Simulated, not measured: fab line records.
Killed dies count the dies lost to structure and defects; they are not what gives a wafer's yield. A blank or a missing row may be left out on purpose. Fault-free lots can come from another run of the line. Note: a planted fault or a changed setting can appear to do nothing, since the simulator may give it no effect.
Which tool was responsible? :: flow sky130 :: 7 lots, 21 wafers sampled, at 4 steps of a route of 708

== WHAT EACH GAUGE READ, for each wafer ==
SKY_LDD_N_TW_MEAS_17.
lot: L363
measured: day 18 04:38
on: film-metro-04
LDD_N_TW: 2632 2625 2614

lot: L366
measured: day 18 23:20
on: film-metro-02
LDD_N_TW: 2567 2553 2547

lot: L370
measured: day 20 21:28
on: film-metro-04
LDD_N_TW: 2606 2598 2600

lot: L372
measured: day 21 14:01
on: film-metro-03
LDD_N_TW: 2580 2582 2575

lot: L380
measured: day 24 13:25
on: film-metro-02
LDD_N_TW: 2802 2816 2801

lot: L383
measured: day 25 10:29
on: film-metro-03
LDD_N_TW: 2572 2583 2575

lot: L385
measured: day 26 01:57
on: film-metro-03
LDD_N_TW: 2589 2582 2575

== TOOL THAT RAN EACH LOT (tool first, then ch and the chambers of the sampled wafers, then the start) ==
lot: L363
SKY_GATE_OXIDE_STRIP_13: plasma-asher-04 ch 0,1, day 14 03:50
SKY_LDD_N_IMPLANT_10: implanter-04 ch 0, day 18 03:38
SKY_LDD_N_STRIP_16: plasma-asher-01 ch 0, day 18 04:32

lot: L366
SKY_GATE_OXIDE_STRIP_13: plasma-asher-02 ch 0,1, day 14 22:55
SKY_LDD_N_IMPLANT_10: implanter-01 ch 0, day 18 22:22
SKY_LDD_N_STRIP_16: plasma-asher-02 ch 0,1, day 18 23:14

lot: L370
SKY_GATE_OXIDE_STRIP_13: plasma-asher-02 ch 0,1, day 16 17:40
SKY_LDD_N_IMPLANT_10: implanter-01 ch 0, day 20 20:29
SKY_LDD_N_STRIP_16: plasma-asher-02 ch 0,1, day 20 21:21

lot: L372
SKY_GATE_OXIDE_STRIP_13: plasma-asher-02 ch 0,1, day 17 08:08
SKY_LDD_N_IMPLANT_10: implanter-01 ch 0, day 21 13:02
SKY_LDD_N_STRIP_16: plasma-asher-02 ch 0, day 21 13:54

lot: L380
SKY_GATE_OXIDE_STRIP_13: plasma-asher-02 ch 1, day 20 10:05
SKY_LDD_N_IMPLANT_10: implanter-01 ch 0, day 24 12:26
SKY_LDD_N_STRIP_16: plasma-asher-02 ch 1, day 24 13:18

lot: L383
SKY_GATE_OXIDE_STRIP_13: plasma-asher-01 ch 0, day 21 05:55
SKY_LDD_N_IMPLANT_10: implanter-04 ch 0, day 25 09:29
SKY_LDD_N_STRIP_16: plasma-asher-02 ch 0,1, day 25 10:23

lot: L385
SKY_GATE_OXIDE_STRIP_13: plasma-asher-01 ch 0,1, day 22 00:13
SKY_LDD_N_IMPLANT_10: implanter-03 ch 0, day 26 00:58
SKY_LDD_N_STRIP_16: plasma-asher-02 ch 0,1, day 26 01:50
- SKY_GATE_OXIDE_STRIP_13: strips in O2/N2.
- SKY_LDD_N_IMPLANT_10
- SKY_LDD_N_STRIP_16: strips in O2/N2.

== THE ANSWER, worked out from the rows above alone ==
Rule: usual is defined by the lots themselves. Put in order of their means at a reading, lots are off if they are a third of the lots or fewer, leave a main group of 4 or more, and stand apart from it by a gap of 3 or more times the standard deviation of the main group's means; of several such gaps the widest counts. A main group is skipped when, at the precision printed for the reading in the tables above, its means are all equal. Also off: a lot with no number at a reading for which 4 or more lots have one. Any other lot the step has rows for is counted as sound.
Off: at SKY_LDD_N_TW_MEAS_17 (LDD_N_TW), L380. Mean 2586 and standard deviation 21 in the main group.
A tool fits if, at a process step before that reading, it ran every lot that is off, and no sound lot after the first of them. Gauges at SKY_LDD_N_TW_MEAS_17: tried the same way as those tools. Can't be told from this: 3 tools fit, plasma-asher-02 at SKY_GATE_OXIDE_STRIP_13, implanter-01 at SKY_LDD_N_IMPLANT_10, film-metro-02 at SKY_LDD_N_TW_MEAS_17.

== WHAT THE SIMULATOR PUT IN ==
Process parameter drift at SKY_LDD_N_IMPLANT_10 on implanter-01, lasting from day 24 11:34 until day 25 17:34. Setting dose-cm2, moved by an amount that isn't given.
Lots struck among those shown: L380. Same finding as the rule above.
